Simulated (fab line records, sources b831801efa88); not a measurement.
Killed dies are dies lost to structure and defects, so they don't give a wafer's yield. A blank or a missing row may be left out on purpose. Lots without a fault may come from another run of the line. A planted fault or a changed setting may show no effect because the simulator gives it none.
A struck lot beside a sound one | flow sky130 | 16 steps out of a route of 708
Sound: wafers L471.1, L471.4, L471.6. Struck: wafers L469.3, L469.5. (L469.1 of the same lot was not struck and is left out.) The cause comes at the end.
At each step with rows: each side's tool, then ch and its chambers, then its first start. Under that, the readings that differ: sound wafers | struck wafers | difference of the means | sigmas: that difference in standard deviations of wafers without a fault.
alike: readings whose means differ by less than 2 such deviations, and words and numbers that are the same on both sides. not compared: withheld readings, readings that some wafer has no value for, bounds like >300 that may hide the same value, and numbers for which the record gives no deviation and whose values overlap.
The two part at a step that has a row with sigmas, a row that says differs or no value, or rows on one side only. Numbers that don't overlap but have no deviation are shown without sigmas and don't part them. A reading that every wafer of one side lacks parts them only if that side has two wafers or more.

first, 8 steps without rows for these wafers: SKY_CONTACT_DEHYDRATE_06 (time 60 s); SKY_CONTACT_HMDS_07 (prime time 60 s); SKY_CONTACT_COAT_08 (resist thk 60 nm); SKY_CONTACT_COAT_09 (resist thk 450 nm); SKY_CONTACT_SOFTBAKE_10 (time 90 s); SKY_CONTACT_EXPOSE_11 (exposes mask CTM1, target cd 170 nm); SKY_CONTACT_PEB_12; SKY_CONTACT_DEVELOP_13 (develop time 60 s).
SKY_CONTACT_CD_MEAS_14: target cd 170 nm.
  sound on cd_sem-01, day 34 21:30; struck on cd_sem-01, day 34 07:34
  alike: cd_nm
SKY_CONTACT_OVL_MEAS_15:
  sound on overlay-01, day 34 21:37; struck on overlay-01, day 34 07:41
  alike: CONTACT_OVL
SKY_CONTACT_ETCH_16: etches BARC in N2/H2, stops on SiO2, time 45.9 s, target depth 60 nm.
  sound on rie_diel-01 ch 0,1,2, day 34 21:39; struck on rie_diel-03 ch 1, day 34 07:43
  alike: bias_w, drypump_motor_current_A, h2_flow_sccm, oes_product_au, rf_fwd_power_W, throttle_valve_pct
  not compared: rf_hours_counter_h
SKY_CONTACT_ETCH_17: etches SiO2 in C4F8/O2/Ar, stops on Si3N4, target depth 340 nm.
  sound on rie_diel-01 ch 0,1,2, day 34 21:42; struck on rie_diel-03 ch 1, day 34 07:46
  alike: bias_w, oes_product_au, rf_fwd_power_W
SKY_CONTACT_ETCH_18: etches Si3N4 in CHF3/O2, stops on TiN, time 39 s, target depth 75 nm.
  sound on rie_diel-01 ch 0,1,2, day 34 21:00; struck on rie_diel-03 ch 1, day 34 07:00
  reading                                                | sound             | struck      | difference | sigmas
  bias_w (W)                                             | 200.4 200.1 199.8 | 381.2 381.3 | +181.2     | +99 or more
  model.KrF-thick_of_CONTACT_COAT_09.thk_nm (nm)         | 247.3 240.6 246.4 | 224 224.1   | -21        |
  model.TiN_of_LOCAL_INTERCONNECT_SPUTTER_00.thk_nm (nm) | 99.94 100.8 99.63 | 98.76 97.49 | -2.00      |
  alike: drypump_motor_current_A, oes_product_au, rf_fwd_power_W, throttle_valve_pct
  not compared: rf_hours_counter_h
SKY_CONTACT_STRIP_19: strips in O2/N2.
  sound on plasma_asher-03 ch 1, day 34 21:47; struck on plasma_asher-01 ch 0, day 34 07:51
  reading                      | sound          | struck    | difference | sigmas
  drypump_motor_current_A (A)  | 5.3 5.3 5.3    | 6.7 6.7   | +1.4       | +3
  strip_time_to_endpoint_s (s) | 3.65 3.58 3.65 | 3.40 3.43 | -0.21      | -7
  alike: oes_product_au
  not compared: rf_hours_counter_h
then, 2 steps without rows for these wafers: SKY_CONTACT_STRIP_20 (strips in post etch residue remover, time 1200 s); SKY_PAD_OPEN_PROBE_99.

WHERE THEY PART
First at SKY_CONTACT_ETCH_18; last, within this record, at SKY_CONTACT_STRIP_19.

WHY: what the simulator had put in
Process parameter drift: rie_diel-03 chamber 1, from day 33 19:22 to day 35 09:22, at SKY_CONTACT_ETCH_18. Setting bias_w, moved by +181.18, from 200. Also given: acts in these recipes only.
